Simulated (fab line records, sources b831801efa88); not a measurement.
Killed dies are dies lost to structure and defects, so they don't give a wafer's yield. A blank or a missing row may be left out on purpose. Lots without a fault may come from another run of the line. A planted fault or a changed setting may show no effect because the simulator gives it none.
Chamber matching | flow gf180mcu | GF_M5_ETCH_09 on rie_diel-03: 4 sister chambers
The step etches Si3N4 in CF4/O2, target depth 52 nm, time 11.6 s. 4 wafers are shown with their chamber, then 7 later ones without.

WAFERS WITH THEIR CHAMBER
wafer  | chamber | oes_product_au (a.u.)
L087.1 | 3       | 0.975
L087.2 | 0       | 0.992
L088.1 | 1       | 1.009
L088.2 | 2       | 0.993

WAFERS WITHOUT THEIR CHAMBER
wafer  | oes_product_au (a.u.)
L088.5 | 0.974
L089.2 | 0.999
L089.5 | 0.993
L089.6 | 1.008
L095.1 | 1.013
L095.3 | 0.983
L095.4 | 1.005

WHICH CHAMBER EACH WENT THROUGH
wafer  | from the rows above          | in truth
L088.5 | 3                            | 3
L089.2 | can't be placed: 2 or 0 or 1 | 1
L089.5 | can't be placed: 2 or 0      | 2
L089.6 | 1                            | 1
L095.1 | 1                            | 1
L095.3 | can't be placed: 3 or 0 or 2 | 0
L095.4 | can't be placed: 1 or 2      | 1
Placed correctly: 3 of 7. Can't be placed from these rows: 4 (the true chamber is among the candidates in 4). Placed wrongly: 0.
How it was worked out, from the rows above alone: a wafer's distance from a chamber is the root of the sum, over the readings, of the square of ((its reading less the chamber's mean) divided by the reading's scatter). The wafer belongs to the nearest chamber; if the next one is less than 2 further off, it can't be placed. A chamber's mean is the mean of its shown wafers. The scatter: with one shown wafer a chamber, the root of the mean of the squares of how far each hidden wafer lies from its nearest shown one.
